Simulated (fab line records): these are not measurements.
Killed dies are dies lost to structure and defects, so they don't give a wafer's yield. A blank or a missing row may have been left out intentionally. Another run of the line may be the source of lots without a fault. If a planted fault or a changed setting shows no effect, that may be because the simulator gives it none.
fab line records + flow sfqLine
[record]
- lots = 15
- wafers = 45
- lastDay = 81
route steps=325 shown INCOMING@2 L0V@24 M1@71 I1@73
lots that met no fault: from a run of the same line without faults
startH: hours from the record's opening day to when the first of the lot's shown wafers began + waitH: hours from the lot's prior step to this one + " unchanged from the row above + L1.1+2: one row covering several wafers at once + - no value present, or no start provided + * or withheld: withheld + < > ~ a bound
route shown NAME@n: names a module that has steps shown in the file, with the first one's number in the route + usual: mean/standard deviation of fault-free wafers + same: alike in all rows + chamber/n: place in a boat + sites: each site's reading + _std_site: standard deviation of those values + _edge_site: outer sites' mean less inner sites' + radiusMm: for every site, how far away it sits from the centre of the wafer + mask NAME#n: copy n + behind: the most recent tool/chamber to have shaped the wafer + hold: why the lot went on hold/how many hours it stayed there/how the hold came to an end + device: names the non-switching transistor (n, p or np) + end of line: tests run on the same wafers once the route is complete + for a step that has no rows: nothing shown but its recipe + killed: not the wafer's yield, but the dies lost to structure and defects at the first sort + map: the dies of a wafer, with x for killed, . for not killed, _ for no die there
set.NAME: the setting as run; set.NAME@STEP: as run at that earlier step + model.NAME: the simulator's own value behind a step, which no gauge read
route steps across a sampled set of lots; one table per step, one row per wafer
services: a tool's chamber out of use, with start hour (startH, from the record's first day; less than 0 if before it), hours out, and reason
[[steps]]
[step SFQ_TRILAYER_INCOMING_OXIDATION_002]
[recipe]
- tempC = 1000
- ambient = H2O
- targetThkA = 5000
- pH2oTorr = 720
- oxTimeS = 4939
[usual]
- oxTempC = 999.9/0.38
- oxTempCMax = 1004.8/0.96
- spikeTcLowerC = 999.7/1.1
- zonePowerLowerPct = 21.0/0.47
| lot.wafer | tool       | chamber | startH | waitH | oxTempC | oxTempCMax | spikeTcLowerC | zonePowerLowerPct |
|-----------|------------|---------|--------|-------|---------|------------|---------------|-------------------|
| L750.4    | furnace-01 | 0       | 10.12  | 0.0   | 1000.2  | 1004.3     | 999.9         | 21.4              |
| L750.5    | "          | 0       | "      | "     | 1000.0  | 1004.0     | 999.0         | 21.6              |
| L750.6    | "          | 0       | "      | "     | 1000.1  | 1005.8     | 997.9         | 21.5              |
| L751.3    | furnace-02 | 0       | 15.12  | 0.1   | 999.3   | 1003.2     | 1000.7        | 20.6              |
| L751.4    | "          | 0       | "      | "     | 1000.2  | 1003.8     | 1000.1        | 20.4              |
| L751.5    | "          | 0       | "      | "     | 1000.5  | 1005.2     | 1001.8        | 20.7              |
| L752.3    | furnace-01 | 0       | 20.12  | 0.1   | 999.3   | 1003.5     | 1000.1        | 21.8              |
| L752.4    | "          | 0       | "      | "     | 1000.6  | 1004.9     | 1000.6        | 21.3              |
| L752.6    | "          | 0       | "      | "     | 1000.2  | 1005.8     | 1000.0        | 21.8              |
| L760.1    | furnace-02 | -       | 60.12  | 0.1   | -       | -          | -             | -                 |
| L760.2    | "          | -       | "      | "     | -       | -          | -             | -                 |
| L760.5    | "          | -       | "      | "     | -       | -          | -             | -                 |
| L761.1    | furnace-01 | -       | 65.12  | 0.1   | -       | -          | -             | -                 |
| L761.2    | "          | -       | "      | "     | -       | -          | -             | -                 |
| L761.4    | "          | -       | "      | "     | -       | -          | -             | -                 |
| L762.3    | furnace-02 | -       | 70.12  | 0.1   | -       | -          | -             | -                 |
| L762.4    | "          | -       | "      | "     | -       | -          | -             | -                 |
| L762.6    | "          | -       | "      | "     | -       | -          | -             | -                 |
| L763.2    | furnace-02 | 0       | 75.12  | 0.1   | 999.4   | 1003.6     | 1002.0        | 20.8              |
| L763.5    | "          | 0       | "      | "     | 1000.1  | 1004.7     | 1002.2        | 20.5              |
| L763.6    | "          | 0       | "      | "     | 999.9   | 1004.4     | 999.9         | 20.5              |
| L764.1    | furnace-01 | 0       | 80.12  | 0.1   | 999.4   | 1005.7     | 1000.3        | 21.7              |
| L764.4    | "          | 0       | "      | "     | 999.7   | 1005.4     | 1001.9        | 21.4              |
| L764.6    | "          | 0       | "      | "     | 999.5   | 1003.4     | 999.4         | 21.3              |
| L765.2    | furnace-02 | 0       | 85.12  | 0.1   | 999.0   | 1003.5     | 1000.1        | 20.6              |
| L765.4    | "          | 0       | "      | "     | 999.6   | 1004.1     | 999.0         | 20.3              |
| L765.6    | "          | 0       | "      | "     | 999.6   | 1005.1     | 998.5         | 20.7              |
| L766.4    | furnace-01 | 0       | 90.12  | 0.0   | 1000.2  | 1005.6     | 1000.7        | 21.3              |
| L766.5    | "          | 0       | "      | "     | 1000.3  | 1005.1     | 1000.7        | 21.3              |
| L766.6    | "          | 0       | "      | "     | 1000.5  | 1005.9     | 999.2         | 21.3              |
| L767.1    | furnace-02 | 0       | 95.12  | 0.1   | 1000.1  | 1004.0     | 999.1         | 20.8              |
| L767.4    | "          | 0       | "      | "     | 1000.5  | 1005.0     | 998.5         | 20.5              |
| L767.5    | "          | 0       | "      | "     | 999.8   | 1006.0     | 998.3         | 20.7              |
| L768.1    | furnace-01 | 0       | 100.12 | 0.1   | 999.2   | 1005.8     | 999.1         | 21.5              |
| L768.2    | "          | 0       | "      | "     | 999.2   | 1004.6     | 999.8         | 21.6              |
| L768.4    | "          | 0       | "      | "     | 1000.2  | 1005.4     | 1000.8        | 21.6              |
| L769.2    | furnace-02 | 0       | 105.12 | 0.1   | 999.8   | 1004.3     | 998.8         | 20.4              |
| L769.3    | "          | 0       | "      | "     | 999.9   | 1004.0     | 1000.2        | 21.0              |
| L769.5    | "          | 0       | "      | "     | 999.6   | 1004.4     | 999.6         | 20.8              |
| L771.3    | furnace-02 | 0       | 115.12 | 0.1   | 999.5   | 1003.5     | 1000.5        | 20.7              |
| L771.4    | "          | 0       | "      | "     | 999.2   | 1004.4     | 997.5         | 20.8              |
| L771.5    | "          | 0       | "      | "     | 999.4   | 1004.7     | 1002.3        | 21.0              |
| L772.3    | furnace-01 | 0       | 120.12 | 0.1   | 999.6   | 1006.9     | 999.5         | 21.4              |
| L772.5    | "          | 0       | "      | "     | 1000.2  | 1004.6     | 999.9         | 21.4              |
| L772.6    | "          | 0       | "      | "     | 999.8   | 1004.3     | 999.2         | 21.4              |
[step SFQ_TRILAYER_L0_VIA_BARC_OPEN_VIA_ETCH_021]
[recipe]
- maskMaterial = PR
- chemistry = O2
- targetDepthNm = 125
- target = BARC
- sourceW = 500
- biasW = 80
- pressureMtorr = 30
- timeS = 41.7
[usual]
- drypumpMotorCurrentA = 5.7/0.52
- oesProductAu = 0.685/0.0045
[same]
- timeS = 41.7
| lot.wafer | tool       | chamber | startH | waitH | drypumpMotorCurrentA | oesProductAu | rfHoursCounterH |
|-----------|------------|---------|--------|-------|----------------------|--------------|-----------------|
| L750.4    | rieDiel-03 | 2       | 166.27 | 0.0   | 5.7                  | 0.691        | -               |
| L750.5    | "          | 0       | "      | "     | 5.3                  | 0.684        | -               |
| L750.6    | "          | 3       | "      | "     | 6.2                  | 0.679        | -               |
| L751.3    | rieDiel-01 | 0       | 172.25 | 0.0   | 4.8                  | 0.690        | 93              |
| L751.4    | "          | 2       | "      | "     | 5.5                  | 0.684        | 45              |
| L751.5    | "          | 0       | "      | "     | 4.8                  | 0.688        | -               |
| L752.3    | rieDiel-02 | 2       | 185.71 | 0.0   | 5.5                  | 0.673        | 95              |
| L752.4    | "          | 0       | "      | "     | 5.9                  | 0.682        | -               |
| L752.6    | "          | 1       | "      | "     | 6.4                  | 0.690        | -               |
| L760.1    | rieDiel-01 | 3       | 245.96 | 0.0   | 4.8                  | 0.687        | 9               |
| L760.2    | "          | 2       | "      | "     | 5.5                  | 0.686        | 46              |
| L760.5    | "          | 2       | "      | "     | 5.5                  | 0.696        | -               |
| L761.1    | rieDiel-03 | 2       | 251.96 | 0.0   | 5.7                  | 0.685        | 66              |
| L761.2    | "          | 1       | "      | "     | 6.4                  | 0.689        | 2               |
| L761.4    | "          | 2       | "      | "     | 5.7                  | 0.681        | -               |
| L762.3    | rieDiel-02 | 1       | 255.56 | 0.0   | 6.4                  | 0.685        | 23              |
| L762.4    | "          | 1       | "      | "     | 6.4                  | 0.688        | -               |
| L762.6    | "          | 2       | "      | "     | 5.5                  | 0.682        | -               |
| L763.2    | rieDiel-02 | 1       | 261.56 | 0.0   | 6.5                  | 0.682        | 23              |
| L763.5    | "          | 2       | "      | "     | 5.5                  | 0.682        | -               |
| L763.6    | "          | 0       | "      | "     | 5.9                  | 0.688        | -               |
| L764.1    | rieDiel-02 | 1       | 273.63 | 0.0   | 6.4                  | 0.677        | 24              |
| L764.4    | "          | 2       | "      | "     | 5.5                  | 0.683        | -               |
| L764.6    | "          | 1       | "      | "     | 6.4                  | 0.689        | -               |
| L765.2    | rieDiel-02 | 1       | 279.56 | 0.0   | 6.4                  | 0.689        | 24              |
| L765.4    | "          | 0       | "      | "     | 5.9                  | 0.688        | -               |
| L765.6    | "          | 2       | "      | "     | 5.5                  | 0.680        | -               |
| L766.4    | rieDiel-01 | 2       | 285.56 | 0.0   | 5.5                  | 0.680        | 47              |
| L766.5    | "          | 0       | "      | "     | 4.8                  | 0.682        | -               |
| L766.6    | "          | 3       | "      | "     | 4.8                  | 0.675        | -               |
| L767.1    | rieDiel-03 | 0       | 295.16 | 0.0   | 5.3                  | 0.686        | 5               |
| L767.4    | "          | 3       | "      | "     | 6.2                  | 0.689        | 0               |
| L767.5    | "          | 0       | "      | "     | 5.3                  | 0.683        | -               |
| L768.1    | rieDiel-03 | 0       | 301.16 | 0.0   | 5.2                  | 0.680        | 5               |
| L768.2    | "          | 2       | "      | "     | 5.7                  | 0.690        | 67              |
| L768.4    | "          | 1       | "      | "     | 6.4                  | 0.683        | 2               |
| L769.2    | rieDiel-01 | 3       | 308.36 | 0.0   | 4.8                  | 0.688        | 11              |
| L769.3    | "          | 1       | "      | "     | 5.9                  | 0.683        | 81              |
| L769.5    | "          | 2       | "      | "     | 5.6                  | 0.699        | -               |
| L771.3    | rieDiel-01 | 3       | 324.97 | 0.0   | 4.8                  | 0.684        | 11              |
| L771.4    | "          | 0       | "      | "     | 4.8                  | 0.683        | 96              |
| L771.5    | "          | 3       | "      | "     | 4.8                  | 0.690        | -               |
| L772.3    | rieDiel-02 | 2       | 328.57 | 0.0   | 5.5                  | 0.685        | 98              |
| L772.5    | "          | 3       | "      | "     | 5.4                  | 0.690        | -               |
| L772.6    | "          | 2       | "      | "     | 5.5                  | 0.688        | -               |
[step SFQ_TRILAYER_M1_STRIP_STRIP_043]
[recipe]
- gas = O2
- powerW = 200
- platenTempC = 40
- overashFraction = 0.65
- chemistry = O2
- pressureMtorr = 50
[usual]
- drypumpMotorCurrentA = 6.10/0.27
- oesProductAu = 0.999/0.0086
- platenTempC = 40.00/0.11
| lot.wafer | tool        | chamber | startH | waitH | drypumpMotorCurrentA | oesProductAu | platenTempC | rfHoursCounterH |
|-----------|-------------|---------|--------|-------|----------------------|--------------|-------------|-----------------|
| L750.4    | rieMetal-03 | 0       | 532.17 | 0.2   | 5.75                 | 0.992        | 40.02       | -               |
| L750.5    | "           | 0       | "      | "     | 5.72                 | 1.007        | 40.11       | -               |
| L750.6    | "           | 1       | "      | "     | 6.31                 | 0.989        | 39.76       | -               |
| L751.3    | rieMetal-03 | 1       | 540.57 | 0.2   | 6.31                 | 0.988        | 40.22       | -               |
| L751.4    | "           | 0       | "      | "     | 5.75                 | 0.999        | 40.13       | -               |
| L751.5    | "           | 0       | "      | "     | 5.77                 | 0.997        | 40.21       | -               |
| L752.3    | rieMetal-03 | 1       | 560.97 | 0.2   | 6.32                 | 0.999        | 40.16       | -               |
| L752.4    | "           | 0       | "      | "     | 5.75                 | 1.003        | 39.91       | -               |
| L752.6    | "           | 0       | "      | "     | 5.72                 | 1.009        | 39.98       | -               |
| L760.1    | rieMetal-02 | 1       | 642.74 | 0.1   | 6.18                 | 0.999        | 40.05       | 60              |
| L760.2    | "           | 0       | "      | "     | 6.37                 | 1.012        | 40.03       | 143             |
| L760.5    | "           | 0       | "      | "     | 6.37                 | 0.997        | 39.89       | -               |
| L761.1    | rieMetal-01 | 0       | 647.54 | 0.1   | 5.71                 | 0.983        | 39.94       | 89              |
| L761.2    | "           | 1       | "      | "     | 5.80                 | 0.998        | 39.96       | 78              |
| L761.4    | "           | 0       | "      | "     | 5.69                 | 0.999        | 39.80       | -               |
| L762.3    | rieMetal-03 | 1       | 652.54 | 0.2   | 6.30                 | 0.999        | 39.82       | -               |
| L762.4    | "           | 0       | "      | "     | 5.74                 | 0.998        | 39.93       | -               |
| L762.6    | "           | 0       | "      | "     | 5.73                 | 1.002        | 39.80       | -               |
| L763.2    | rieMetal-02 | 0       | 665.54 | 0.1   | 6.34                 | 1.004        | 40.15       | 147             |
| L763.5    | "           | 0       | "      | "     | 6.35                 | 1.002        | 40.02       | -               |
| L763.6    | "           | 1       | "      | "     | 6.22                 | 0.986        | 40.23       | -               |
| L764.1    | rieMetal-02 | 0       | 676.34 | 0.1   | 6.36                 | 0.993        | 40.02       | 150             |
| L764.4    | "           | 1       | "      | "     | 6.21                 | 0.991        | 40.07       | -               |
| L764.6    | "           | 0       | "      | "     | 6.42                 | 1.006        | 39.97       | -               |
| L765.2    | rieMetal-01 | 0       | 682.34 | 0.1   | 5.71                 | 1.004        | 40.04       | 95              |
| L765.4    | "           | 1       | "      | "     | 5.84                 | 1.006        | 40.05       | -               |
| L765.6    | "           | 0       | "      | "     | 5.72                 | 1.000        | 39.84       | -               |
| L766.4    | rieMetal-01 | 0       | 686.14 | 0.2   | 5.71                 | 0.993        | 39.98       | -               |
| L766.5    | "           | 0       | "      | "     | 5.71                 | 0.993        | 40.06       | -               |
| L766.6    | "           | 1       | "      | "     | 5.80                 | 1.000        | 40.19       | -               |
| L767.1    | rieMetal-01 | 1       | 695.54 | 0.1   | 5.82                 | 1.014        | 40.03       | 86              |
| L767.4    | "           | 0       | "      | "     | 5.70                 | 0.999        | 40.01       | -               |
| L767.5    | "           | 1       | "      | "     | 5.83                 | 1.004        | 39.97       | -               |
| L768.1    | rieMetal-03 | 0       | 703.94 | 0.1   | 5.74                 | 1.006        | 40.05       | 76              |
| L768.2    | "           | 1       | "      | "     | 6.32                 | 0.994        | 40.11       | 65              |
| L768.4    | "           | 1       | "      | "     | 6.31                 | 0.996        | 40.04       | -               |
| L769.2    | rieMetal-02 | 0       | 708.74 | 0.1   | 6.38                 | 1.005        | 39.98       | 154             |
| L769.3    | "           | 1       | "      | "     | 6.24                 | 0.989        | 40.04       | -               |
| L769.5    | "           | 0       | "      | "     | 6.41                 | 1.008        | 39.81       | -               |
| L771.3    | rieMetal-02 | 0       | 727.80 | 0.3   | 6.40                 | 1.015        | 40.03       | -               |
| L771.4    | "           | 1       | "      | "     | 6.26                 | 1.012        | 39.85       | -               |
| L771.5    | "           | 0       | "      | "     | 6.42                 | 1.011        | 40.05       | -               |
| L772.3    | rieMetal-01 | 0       | 737.34 | 0.2   | 5.72                 | 0.998        | 39.98       | -               |
| L772.5    | "           | 0       | "      | "     | 5.71                 | 0.993        | 39.95       | -               |
| L772.6    | "           | 1       | "      | "     | 5.80                 | 0.998        | 39.79       | -               |
[step SFQ_TRILAYER_I1_DEP_PECVD_045]
[recipe]
- material = SiO2
- tempC = 150
- timeS = 111.11
- pressureTorr = 2.4
- rfW = 183.3
- precursor = SiH4/N2O
- targetThkNm = 500
[usual]
- heaterPowerW = 82/14
- showerheadVppV = 841/32
- throttleValvePct = 25.1/1
[same]
- timeS = 111.11
| lot.wafer | tool     | chamber | startH | waitH | heaterPowerW | showerheadVppV | throttleValvePct |
|-----------|----------|---------|--------|-------|--------------|----------------|------------------|
| L750.4    | pecvd-01 | 0       | 532.78 | 0.0   | 81           | 805            | 27.6             |
| L750.5    | "        | 2       | "      | "     | 87           | 824            | 25.6             |
| L750.6    | "        | 1       | "      | "     | 85           | 826            | 26.3             |
| L751.3    | pecvd-01 | 2       | 541.16 | 0.0   | 97           | 816            | 25.8             |
| L751.4    | "        | 0       | "      | "     | 83           | 819            | 27.8             |
| L751.5    | "        | 2       | "      | "     | 77           | 831            | 26.2             |
| L752.3    | pecvd-03 | 0       | 561.54 | 0.0   | 75           | 817            | 26.2             |
| L752.4    | "        | 1       | "      | "     | 89           | 879            | 25.8             |
| L752.6    | "        | 0       | "      | "     | 75           | 830            | 26.2             |
| L760.1    | pecvd-03 | 0       | 643.52 | 0.0   | 65           | 826            | 26.3             |
| L760.2    | "        | 1       | "      | "     | 84           | 880            | 25.6             |
| L760.5    | "        | 1       | "      | "     | 86           | 875            | 25.9             |
| L761.1    | pecvd-02 | 2       | 648.32 | 0.0   | 47           | 799            | 24.2             |
| L761.2    | "        | 0       | "      | "     | 75           | 914            | 24.1             |
| L761.4    | "        | 1       | "      | "     | 98           | 865            | 26.4             |
| L762.3    | pecvd-01 | 1       | 653.12 | 0.0   | 92           | 807            | 24.3             |
| L762.4    | "        | 1       | "      | "     | 94           | 826            | 23.9             |
| L762.6    | "        | 2       | "      | "     | 85           | 814            | 24.3             |
| L763.2    | pecvd-02 | 0       | 666.32 | 0.0   | 72           | 908            | 24.3             |
| L763.5    | "        | 1       | "      | "     | 107          | 840            | 26.0             |
| L763.6    | "        | 2       | "      | "     | 52           | 799            | 24.4             |
| L764.1    | pecvd-03 | 1       | 677.12 | 0.0   | 91           | 871            | 25.7             |
| L764.4    | "        | 0       | "      | "     | 73           | 829            | 26.1             |
| L764.6    | "        | 2       | "      | "     | 89           | 843            | 24.2             |
| L765.2    | pecvd-03 | 2       | 683.12 | 0.0   | 87           | 843            | 23.9             |
| L765.4    | "        | 0       | "      | "     | 74           | 821            | 26.3             |
| L765.6    | "        | 2       | "      | "     | 90           | 849            | 23.9             |
| L766.4    | pecvd-01 | 2       | 686.76 | 0.0   | 88           | 823            | 24.5             |
| L766.5    | "        | 0       | "      | "     | 95           | 816            | 24.7             |
| L766.6    | "        | 1       | "      | "     | 92           | 817            | 24.1             |
| L767.1    | pecvd-02 | 1       | 696.32 | 0.0   | 96           | 866            | 26.3             |
| L767.4    | "        | 1       | "      | "     | 102          | 848            | 26.3             |
| L767.5    | "        | 0       | "      | "     | 74           | 904            | 24.3             |
| L768.1    | pecvd-03 | 2       | 704.72 | 0.0   | 79           | 847            | 24.1             |
| L768.2    | "        | 1       | "      | "     | 83           | 869            | 26.0             |
| L768.4    | "        | 1       | "      | "     | 87           | 858            | 26.1             |
| L769.2    | pecvd-01 | 1       | 709.52 | 0.0   | 88           | 820            | 24.1             |
| L769.3    | "        | 0       | "      | "     | 88           | 810            | 24.8             |
| L769.5    | "        | 2       | "      | "     | 80           | 828            | 24.4             |
| L771.3    | pecvd-01 | 1       | 728.38 | 0.0   | 91           | 803            | 24.2             |
| L771.4    | "        | 0       | "      | "     | 93           | 821            | 24.9             |
| L771.5    | "        | 2       | "      | "     | 88           | 823            | 24.2             |
| L772.3    | pecvd-02 | 1       | 737.91 | 0.0   | 105          | 869            | 26.8             |
| L772.5    | "        | 1       | "      | "     | 108          | 865            | 26.7             |
| L772.6    | "        | 2       | "      | "     | 48           | 788            | 24.2             |
[[services]]
| tool       | chamber | startH | hours | kind   |
|------------|---------|--------|-------|--------|
| rieDiel-02 | 3       | -13.02 | 9.5   | repair |
| furnace-01 | -       | -4.89  | 4.4   | pm     |
| furnace-02 | -       | 24.63  | 4.3   | pm     |
| furnace-01 | -       | 74.66  | 3.5   | pm     |
| rieDiel-02 | 2       | 89.27  | 6.4   | repair |
| furnace-02 | -       | 97.49  | 3.9   | pm     |
| rieDiel-02 | 3       | 166.51 | 82.8  | repair |
| rieDiel-02 | 1       | 171.62 | 4.7   | repair |
| pecvd-01   | 2       | 172.68 | 30.7  | repair |
| furnace-02 | -       | 227.21 | 8.0   | repair |
| furnace-01 | -       | 242.66 | 3.3   | pm     |
| furnace-02 | -       | 264.19 | 2.4   | pm     |
| furnace-01 | -       | 277.49 | 4.1   | pm     |
| furnace-02 | -       | 306.63 | 3.9   | pm     |
| furnace-02 | -       | 364.24 | 2.0   | pm     |
| furnace-01 | -       | 410.66 | 2.7   | pm     |
| furnace-02 | -       | 432.49 | 3.1   | pm     |
| furnace-02 | -       | 451.25 | 88.4  | pm     |
| furnace-01 | -       | 559.11 | 4.8   | pm     |
| furnace-01 | -       | 563.86 | 2.3   | pm     |
| furnace-01 | -       | 578.66 | 3.1   | pm     |
| furnace-02 | -       | 580.17 | 6.4   | repair |
| furnace-02 | -       | 588.63 | 2.8   | pm     |
| furnace-02 | -       | 600.19 | 3.4   | pm     |
[[key]]
[firstSign]
- step = SFQ_TRILAYER_INCOMING_OXIDATION_002
- reading = toolRecord
- direction = missing
effect none on later readings
metAt SFQ_TRILAYER_INCOMING_OXIDATION_002
struckLots L760,L761,L762
notActingAt SFQ_TRILAYER_L0_VIA_BARC_OPEN_VIA_ETCH_021,SFQ_TRILAYER_M1_STRIP_STRIP_043,SFQ_TRILAYER_I1_DEP_PECVD_045
onsetBetween 20.12 60.12
[fault]
- kind = skippedStepWhole
- tool = furnace-01,furnace-02
- chamber = -
- onsetH = 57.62
- steps = SFQ_TRILAYER_INCOMING_OXIDATION_002
- scope = struckLotsOnly
